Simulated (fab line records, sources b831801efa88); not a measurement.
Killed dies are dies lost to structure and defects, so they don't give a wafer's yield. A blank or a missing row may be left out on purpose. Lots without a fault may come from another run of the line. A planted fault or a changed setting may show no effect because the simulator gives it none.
Which tool did it? | flow gf180mcu | 14 lots, 42 wafers sampled, at 4 steps of a route of 602

WHAT THE GAUGES READ, wafer by wafer
GF_MVSD_OVL_MEAS_07. Usual: MVSD_OVL -0.8 nm, standard deviation 1.6.
lot  | measured     | on         | MVSD_OVL (nm)  | flag
L517 | day 4 13:02  | overlay-01 | -1.3 -0.3 -2.7 |
L518 | day 4 17:08  | overlay-02 | -1.4 1.9 1.2   |
L519 | day 4 22:17  | overlay-01 | -3.1 -1.8 -2.3 |
L521 | day 5 08:25  | overlay-01 | -2.5 -1.5 -2.3 |
L522 | day 5 12:19  | overlay-02 | -1.0 -1.5 -0.7 |
L523 | day 5 21:38  | overlay-02 | -1.9 -2.0 -0.7 |
L525 | day 6 08:14  | overlay-02 | -0.3 -0.8 -1.0 |
L526 | day 6 14:46  | overlay-01 | 1.1 1.1 1.0    |
L528 | day 7 04:43  | overlay-02 | 0.5 0.4 0.1    |
L530 | day 7 13:37  | overlay-01 | -2.9 -2.4 -2.1 |
L535 | day 8 20:44  | overlay-01 | -2.9 -3.5 -2.3 |
L538 | day 9 13:29  | overlay-01 | -1.5 -1.5 -1.4 |
L539 | day 9 17:19  | overlay-01 | 0.1 0.8 0.6    |
L540 | day 10 00:28 | overlay-02 | -2.0 -1.1 -1.3 |

GF_V2_CD_MEAS_14: target cd 260 nm. Usual: cd_nm 259.8 nm, standard deviation 1.4.
lot  | measured     | on        | cd_nm (nm)        | flag
L517 | day 20 07:56 | cd_sem-01 | 260.4 261.2 260.5 |
L518 | day 21 01:31 | cd_sem-02 | 261.8 261.8 261.7 |
L519 | day 21 03:11 | cd_sem-02 | 260.7 261.3 260.6 |
L521 | day 21 21:28 | cd_sem-02 | 257.7 257.6 257.2 |
L522 | day 22 07:13 | cd_sem-02 | 259.5 260.0 259.1 |
L523 | day 22 20:38 | cd_sem-01 | 258.8 258.1 258.1 |
L525 | day 23 18:16 | cd_sem-01 | 260.0 260.5 261.3 |
L526 | day 23 14:46 | cd_sem-01 | 260.3 261.2 261.2 |
L528 | day 24 10:07 | cd_sem-01 | 258.9 258.9 259.6 |
L530 | day 24 21:34 | cd_sem-01 | 259.6 260.1 260.7 |
L535 | day 26 10:04 | cd_sem-02 | 260.3 260.1 260.7 |
L538 | day 27 05:02 | cd_sem-01 | 261.7 260.2 261.0 |
L539 | day 27 11:07 | cd_sem-01 | 260.3 260.6 260.6 |
L540 | day 27 23:31 | cd_sem-01 | 261.7 262.1 260.6 |

WHICH TOOL RAN EACH LOT (tool, then ch and the chambers of the sampled wafers, then the start)
lot  | GF_DNWELL_IMPLANT_07           | GF_M2_METAL_ETCH_16
L517 | implanter-02 ch 0, day 2 21:12 | rie_metal-03 ch 0,1, day 19 06:49
L518 | implanter-03 ch 0, day 3 00:53 | rie_metal-04 ch 0,1, day 20 00:25
L519 | implanter-03 ch 0, day 3 05:12 | rie_metal-03 ch 1, day 20 01:52
L521 | implanter-01 ch 0, day 3 15:31 | rie_metal-03 ch 0, day 20 20:16
L522 | implanter-02 ch 0, day 3 20:29 | rie_metal-01 ch 0,1, day 21 07:19
L523 | implanter-01 ch 0, day 4 03:18 | rie_metal-01 ch 0, day 21 19:52
L525 | implanter-02 ch 0, day 4 13:24 | rie_metal-04 ch 0,1, day 22 18:49
L526 | implanter-02 ch 0, day 4 19:08 | rie_metal-03 ch 0,1, day 22 14:55
L528 | implanter-02 ch 0, day 5 06:55 | rie_metal-01 ch 0, day 23 10:22
L530 | implanter-02 ch 0, day 5 15:22 | rie_metal-03 ch 0,1, day 23 22:32
L535 | implanter-01 ch 0, day 6 19:35 | rie_metal-01 ch 1, day 25 11:39
L538 | implanter-01 ch 0, day 7 11:26 | rie_metal-01 ch 1, day 26 07:01
L539 | implanter-01 ch 0, day 7 15:07 | rie_metal-03 ch 0,1, day 26 13:19
L540 | implanter-03 ch 0, day 7 21:07 | rie_metal-01 ch 1, day 27 01:44
- GF_DNWELL_IMPLANT_07
- GF_M2_METAL_ETCH_16: etches the open film in Cl2/BCl3, stops on SiO2, target depth 627.5 nm, time 104.6 s.

WHAT THE TOOLS THEMSELVES READ (means of the sampled wafers that have a number; where no wafer has one, the mark that the record gives instead)
GF_DNWELL_IMPLANT_07. Usual: dose_ions_cm2 1e+13, standard deviation 1.2e+10.
lot  | tool         | dose_ions_cm2 | flag
L517 | implanter-02 | 1e+13         |
L518 | implanter-03 | 1e+13         |
L519 | implanter-03 | 1e+13         |
L521 | implanter-01 | 1e+13         |
L522 | implanter-02 | 1e+13         |
L523 | implanter-01 | 1e+13         |
L525 | implanter-02 | 1e+13         |
L526 | implanter-02 | 1e+13         |
L528 | implanter-02 | 1e+13         |
L530 | implanter-02 | 1e+13         |
L535 | implanter-01 | 1e+13         |
L538 | implanter-01 | 1e+13         |
L539 | implanter-01 | 1e+13         |
L540 | implanter-03 | 1e+13         |

GF_M2_METAL_ETCH_16. Usual: bias_w 140.0 W, standard deviation 0.44; drypump_motor_current_A 5.95 A, standard deviation 0.22; oes_product_au 0.972 a.u., standard deviation 0.008; throttle_valve_pct 28.250 %, standard deviation 0.013.
lot  | tool         | bias_w (W) | drypump_motor_current_A (A) | oes_product_au (a.u.) | throttle_valve_pct (%) | flag
L517 | rie_metal-03 | 140.0      | 6.08                        | 0.974                 | 28.250                 |
L518 | rie_metal-04 | 139.9      | 5.97                        | 0.971                 | 28.254                 |
L519 | rie_metal-03 | 139.6      | 6.06                        | 0.977                 | 28.247                 |
L521 | rie_metal-03 | 140.3      | 6.17                        | 0.977                 | 28.258                 |
L522 | rie_metal-01 | 139.8      | 5.84                        | 0.970                 | 28.248                 |
L523 | rie_metal-01 | 140.1      | 5.84                        | 0.981                 | 28.236                 |
L525 | rie_metal-04 | 140.1      | 5.96                        | 0.966                 | 28.254                 |
L526 | rie_metal-03 | 139.4      | 6.07                        | 0.975                 | 28.236                 |
L528 | rie_metal-01 | 139.6      | 5.85                        | 0.982                 | 28.236                 |
L530 | rie_metal-03 | 140.1      | 6.11                        | 0.966                 | 28.256                 |
L535 | rie_metal-01 | 140.4      | 5.87                        | 0.974                 | 28.259                 |
L538 | rie_metal-01 | 140.5      | 5.87                        | 0.975                 | 28.241                 |
L539 | rie_metal-03 | 139.9      | 6.06                        | 0.966                 | 28.258                 |
L540 | rie_metal-01 | 140.2      | 5.87                        | 0.972                 | 28.246                 |

THE ANSWER, worked out from the rows above alone
Rule: a lot is off if the mean of its wafers that have a number lies more than 3 standard deviations from the usual mean. A lot without any number at a reading at which 4 lots or more have one is off too. The other lots that the step has rows for count as sound. The gauges are gone through in route order, then the tools' own readings, and for those a lot's mean is taken as printed above. The first step at which some lot is off is used, and at that step the reading that is off furthest; a lot without a number counts as furthest.
No lot is off at any reading shown: from this, nothing can be told.

WHAT THE SIMULATOR HAD PUT IN
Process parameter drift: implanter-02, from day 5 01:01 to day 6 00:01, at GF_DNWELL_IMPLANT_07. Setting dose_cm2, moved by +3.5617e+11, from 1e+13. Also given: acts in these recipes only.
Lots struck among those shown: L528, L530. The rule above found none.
